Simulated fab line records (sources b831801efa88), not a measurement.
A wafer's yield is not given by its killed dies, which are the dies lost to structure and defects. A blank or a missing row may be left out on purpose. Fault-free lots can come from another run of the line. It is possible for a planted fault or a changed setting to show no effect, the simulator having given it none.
A struck lot beside a sound one | flow sky130 | 22 out of 708 route steps
Sound: these wafers, L480.1, L480.2, L480.5. Struck: wafers L496.2, L496.3, L496.6. The cause comes at the end.
For every step that has rows: the tool of each side, followed by ch and its chambers, followed by its first start. Under that, the readings that differ: sound wafers | struck wafers | difference of the means | sigmas: that difference in standard deviations of wafers without a fault.
alike: readings with means less than 2 such deviations apart, plus words and numbers identical on both sides. not compared: withheld readings, readings lacking a value on some wafer, bounds such as >300 that could conceal the same value, and numbers that have no deviation in the record and whose values overlap.
The two part at a step that has a row with sigmas, a row that says differs or no value, or rows on one side only. When numbers do not overlap yet have no deviation, they are printed without sigmas and do not part them. A reading missing from all wafers of one side parts the sides only when that side holds two or more wafers.

first, 1 step without rows for these wafers: SKY_POLY_GATE_OXIDATION_20 (stabilise 600 s, purge 300 s, target thk 4 nm).
SKY_POLY_GATE_THK_MEAS_21:
  sound: film_metro-04 at day 16 07:40; struck: film_metro-04 at day 22 09:30
  alike: POLY_GATE_OXIDATION_THK
SKY_POLY_GATE_CD_MEAS_22:
  sound: cd_sem-01 at day 16 07:43; struck: cd_sem-02 at day 22 09:35
  alike: cd_nm
then, 7 steps without rows for these wafers: SKY_LDD_N_DEHYDRATE_00 (time 60 s); SKY_LDD_N_HMDS_01 (prime time 60 s); SKY_LDD_N_COAT_02 (resist thk 300 nm); SKY_LDD_N_SOFTBAKE_03 (time 60 s); SKY_LDD_N_EXPOSE_04 (exposes mask NTM, target cd 840 nm); SKY_LDD_N_PEB_05; SKY_LDD_N_DEVELOP_06 (develop time 60 s).
SKY_LDD_N_OVL_MEAS_07:
  sound: overlay-01 at day 17 11:59; struck: overlay-01 at day 23 15:15
  alike: LDD_N_OVL
then, 1 step without rows for these wafers: SKY_LDD_N_IMPLANT_08.
SKY_LDD_N_IMPLANT_09:
  sound on implanter-02 ch 0, day 17 12:11; struck on implanter-02 ch 0, day 23 15:28
  reading            | sound                         | struck                        | difference | sigmas
  dose_ions_cm2      | 7.491e+13 7.498e+13 7.484e+13 | 4.442e+13 4.439e+13 4.445e+13 | -3.049e+13 | -99 or more
  faraday_current_uA | 428 427 426                   | 243 257 247                   | -178       | -21
  alike: end_station_pressure_torr
then, 6 steps without rows for these wafers: SKY_LDD_N_IMPLANT_10; SKY_LDD_N_IMPLANT_11; SKY_LDD_N_IMPLANT_12; SKY_LDD_N_IMPLANT_13; SKY_LDD_N_IMPLANT_14; SKY_LDD_N_IMPLANT_15.
SKY_LDD_N_STRIP_16: strips in O2/N2.
  sound on plasma_asher-01 ch 0,1, day 17 13:14; struck on plasma_asher-03 ch 0,1, day 23 16:29
  reading                      | sound             | struck            | difference | sigmas
  strip_time_to_endpoint_s (s) | 4.321 4.312 4.327 | 4.223 4.204 4.222 | -0.104     | -7
  alike: chamber_pressure_mTorr, drypump_motor_current_A, n2_flow_sccm, oes_product_au
  not compared: rf_hours_counter_h
SKY_LDD_N_TW_MEAS_17:
  sound: film_metro-02 at day 17 13:20; struck: film_metro-03 at day 23 16:35
  alike: LDD_N_TW
-- record jumps: 26 days separate the struck wafers' starts on either side; left off in module LDD_N, taken up again in module PAD_OPEN, whose first shown step is the route's number 708 --
SKY_PAD_OPEN_PROBE_99:
  sound: prober-02 at day 45 14:58; struck: prober-02 at day 49 14:02
  reading                     | sound             | struck            | difference | sigmas
  killed_at_other             | 2 0 3             | 0 0 0             | -2         | -3
  model.etest.tip_n.rs_ohm_sq | 438.1 440.2 441.1 | 477.9 483.4 482.9 | +41.6      |
  alike: killed_at_M0_to_M3, killed_at_M4_up, killed_at_contacts, killed_at_front_end, killed_dies, killed_on_rim, killed_open, killed_short

## WHERE THEY PART
Earliest at SKY_LDD_N_IMPLANT_09; latest, in this record, at SKY_PAD_OPEN_PROBE_99.

WHY: what the simulator had put in
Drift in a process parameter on implanter-02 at SKY_LDD_N_IMPLANT_09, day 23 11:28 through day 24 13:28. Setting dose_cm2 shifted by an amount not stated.
